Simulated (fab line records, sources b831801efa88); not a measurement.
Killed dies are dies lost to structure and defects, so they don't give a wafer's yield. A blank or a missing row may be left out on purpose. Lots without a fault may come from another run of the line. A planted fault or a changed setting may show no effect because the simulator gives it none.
Which tool did it? | flow gf180mcu | 13 lots, 39 wafers sampled, at 4 steps of a route of 602

WHAT THE GAUGES READ, wafer by wafer
GF_V1_OVL_MEAS_15. Usual: V1_OVL -1 nm, standard deviation 4.9.
lot  | measured     | on         | V1_OVL (nm) | flag
L495 | day 17 23:46 | overlay-02 | 2 3 -3      |
L496 | day 18 10:31 | overlay-02 | -1 -10 -7   |
L497 | day 18 19:42 | overlay-02 | -10 -9 -16  |
L498 | day 19 00:13 | overlay-01 | -1 -2 -6    |
L499 | day 19 17:30 | overlay-02 | -9 -7 -3    |
L500 | day 19 23:44 | overlay-01 | 3 3 4       |
L504 | day 21 17:51 | overlay-02 | -4 0 -3     |
L507 | day 22 17:06 | overlay-02 | -3 -6 -2    |
L508 | day 22 23:24 | overlay-02 | -6 -4 -3    |
L509 | day 23 10:45 | overlay-02 | 5 3 8       |
L511 | day 23 23:08 | overlay-02 | 2 2 5       |
L515 | day 25 08:36 | overlay-02 | -1 -2 1     |
L516 | day 25 13:54 | overlay-02 | -10 -2 -1   |

WHICH TOOL RAN EACH LOT (tool, then ch and the chambers of the sampled wafers, then the start)
lot  | GF_SAB_ETCH_11                     | GF_SAB_STRIP_13                      | GF_M1_METAL_ETCH_16
L495 | rie_diel-04 ch 0,2, day 15 00:22   | plasma_asher-02 ch 0,1, day 15 00:31 | rie_metal-02 ch 0,1, day 16 23:18
L496 | rie_diel-01 ch 0,3, day 15 09:32   | plasma_asher-02 ch 0, day 15 09:41   | rie_metal-01 ch 0,1, day 17 09:12
L497 | rie_diel-03 ch 0,1,3, day 15 17:29 | plasma_asher-01 ch 0,1, day 15 17:41 | rie_metal-02 ch 0,1, day 17 18:21
L498 | rie_diel-03 ch 0,2,3, day 15 23:18 | plasma_asher-04 ch 0,1, day 15 23:28 | rie_metal-01 ch 0,1, day 17 23:35
L499 | rie_diel-04 ch 2,3, day 16 14:20   | plasma_asher-01 ch 1, day 16 14:29   | rie_metal-01 ch 1, day 18 16:09
L500 | rie_diel-01 ch 0,1,2, day 16 20:02 | plasma_asher-01 ch 0,1, day 16 20:11 | rie_metal-01 ch 0,1, day 18 21:59
L504 | rie_diel-01 ch 0,1, day 18 13:05   | plasma_asher-01 ch 0,1, day 18 13:14 | rie_metal-04 ch 0,1, day 20 16:00
L507 | rie_diel-03 ch 0,1,3, day 19 13:59 | plasma_asher-01 ch 0,1, day 19 14:08 | rie_metal-01 ch 0,1, day 21 16:47
L508 | rie_diel-03 ch 0,1, day 19 19:33   | plasma_asher-04 ch 0,1, day 19 19:42 | rie_metal-01 ch 0,1, day 21 22:47
L509 | rie_diel-04 ch 1,2,3, day 20 06:56 | plasma_asher-01 ch 0,1, day 20 07:06 | rie_metal-01 ch 0,1, day 22 10:09
L511 | rie_diel-04 ch 0,1,2, day 20 21:41 | plasma_asher-01 ch 0,1, day 20 21:52 | rie_metal-04 ch 0,1, day 23 00:05
L515 | rie_diel-01 ch 0,1,3, day 22 08:41 | plasma_asher-04 ch 0,1, day 22 08:50 | rie_metal-01 ch 0,1, day 24 10:02
L516 | rie_diel-04 ch 1,2, day 22 14:35   | plasma_asher-01 ch 0,1, day 22 14:44 | rie_metal-01 ch 0,1, day 24 14:41
- GF_SAB_ETCH_11: etches SiO2 in C4F8/O2/Ar, target depth 55 nm, time 8.5 s.
- GF_SAB_STRIP_13: strips in O2/N2.
- GF_M1_METAL_ETCH_16: etches the open film in Cl2/BCl3, stops on SiO2, target depth 750.8 nm, time 125.1 s.

WHAT THE TOOLS THEMSELVES READ (means of the sampled wafers that have a number; where no wafer has one, the mark that the record gives instead)
GF_SAB_ETCH_11. Usual: oes_product_au 1.001 a.u., standard deviation 0.01; rf_fwd_power_W 1470 W, standard deviation 7.9.
lot  | tool        | oes_product_au (a.u.) | rf_fwd_power_W (W) | flag
L495 | rie_diel-04 | 1.007                 | 1471               |
L496 | rie_diel-01 | 0.996                 | 1475               |
L497 | rie_diel-03 | 0.999                 | 1462               |
L498 | rie_diel-03 | 0.990                 | 1463               |
L499 | rie_diel-04 | 0.990                 | 1467               |
L500 | rie_diel-01 | 1.010                 | 1479               |
L504 | rie_diel-01 | 1.006                 | 1478               |
L507 | rie_diel-03 | 1.005                 | 1462               |
L508 | rie_diel-03 | 0.994                 | 1468               |
L509 | rie_diel-04 | 0.995                 | 1468               |
L511 | rie_diel-04 | 1.005                 | 1470               |
L515 | rie_diel-01 | 1.007                 | 1556               | OFF
L516 | rie_diel-04 | 1.003                 | 1479               |

GF_SAB_STRIP_13. Usual: drypump_motor_current_A 5.7 A, standard deviation 0.78; heater_power_w 356 W, standard deviation 41; oes_product_au 0.710 a.u., standard deviation 0.0043; strip_time_to_endpoint_s 12.62 s, standard deviation 0.037.
lot  | tool            | drypump_motor_current_A (A) | heater_power_w (W) | oes_product_au (a.u.) | strip_time_to_endpoint_s (s) | flag
L495 | plasma_asher-02 | 6.0                         | 356                | 0.713                 | 12.59                        |
L496 | plasma_asher-02 | 5.6                         | 378                | 0.709                 | 12.64                        |
L497 | plasma_asher-01 | 6.0                         | 385                | 0.710                 | 12.59                        |
L498 | plasma_asher-04 | 5.8                         | 364                | 0.714                 | 12.63                        |
L499 | plasma_asher-01 | 4.6                         | 324                | 0.711                 | 12.57                        |
L500 | plasma_asher-01 | 5.9                         | 381                | 0.708                 | 12.66                        |
L504 | plasma_asher-01 | 5.9                         | 383                | 0.710                 | 12.59                        |
L507 | plasma_asher-01 | 5.9                         | 367                | 0.709                 | 12.67                        |
L508 | plasma_asher-04 | 5.6                         | 336                | 0.711                 | 12.58                        |
L509 | plasma_asher-01 | 5.9                         | 369                | 0.712                 | 12.60                        |
L511 | plasma_asher-01 | 5.3                         | 332                | 0.710                 | 12.57                        |
L515 | plasma_asher-04 | 5.6                         | 337                | 0.710                 | 12.61                        |
L516 | plasma_asher-01 | 5.9                         | 367                | 0.707                 | 12.62                        |

GF_M1_METAL_ETCH_16. Usual: drypump_motor_current_A 5.8 A, standard deviation 0.38; oes_product_au 0.992 a.u., standard deviation 0.0055; rf_fwd_power_W 796.0 W, standard deviation 2.8; throttle_valve_pct 28.228 %, standard deviation 0.0092.
lot  | tool         | drypump_motor_current_A (A) | oes_product_au (a.u.) | rf_fwd_power_W (W) | throttle_valve_pct (%) | flag
L495 | rie_metal-02 | 5.7                         | 0.996                 | 800.1              | 28.231                 |
L496 | rie_metal-01 | 5.8                         | 0.990                 | 797.4              | 28.236                 |
L497 | rie_metal-02 | 5.7                         | 0.994                 | 794.2              | 28.232                 |
L498 | rie_metal-01 | 6.1                         | 0.996                 | 796.1              | 28.228                 |
L499 | rie_metal-01 | 5.6                         | 0.994                 | 794.6              | 28.220                 |
L500 | rie_metal-01 | 5.8                         | 0.992                 | 798.6              | 28.222                 |
L504 | rie_metal-04 | 5.8                         | 0.990                 | 798.0              | 28.227                 |
L507 | rie_metal-01 | 5.8                         | 0.986                 | 797.1              | 28.228                 |
L508 | rie_metal-01 | 5.8                         | 0.992                 | 790.9              | 28.236                 |
L509 | rie_metal-01 | 5.8                         | 0.996                 | 795.4              | 28.215                 |
L511 | rie_metal-04 | 5.8                         | 0.999                 | 798.6              | 28.231                 |
L515 | rie_metal-01 | 6.1                         | 0.990                 | 794.1              | 28.231                 |
L516 | rie_metal-01 | 6.1                         | 0.992                 | 794.5              | 28.218                 |

THE ANSWER, worked out from the rows above alone
Rule: a lot is off if the mean of its wafers that have a number lies more than 3 standard deviations from the usual mean. A lot without any number at a reading at which 4 lots or more have one is off too. The other lots that the step has rows for count as sound. The gauges are gone through in route order, then the tools' own readings, and for those a lot's mean is taken as printed above. The first step at which some lot is off is used, and at that step the reading that is off furthest; a lot without a number counts as furthest.
Off: L515, at GF_SAB_ETCH_11 (rf_fwd_power_W).
A tool fits if, at that step or a process step before it, it ran every lot that is off, and no sound lot after the first of them. One fits: rie_diel-01 at GF_SAB_ETCH_11. Its last sound lot is L504 (day 18 13:05), its first lot that is off L515 (day 22 08:41): a fault that began between those two fits.
The tool's own readings at GF_SAB_ETCH_11 bear it out: on the lots that are off they differ by more than 5 times the standard deviation of the sound lots' means. rf_fwd_power_W reads 1556 W there against 1470 W on the sound lots.

WHAT THE SIMULATOR HAD PUT IN
Process parameter drift: rie_diel-01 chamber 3, from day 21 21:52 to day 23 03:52, at GF_SAB_ETCH_11. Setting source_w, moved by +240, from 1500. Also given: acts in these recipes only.
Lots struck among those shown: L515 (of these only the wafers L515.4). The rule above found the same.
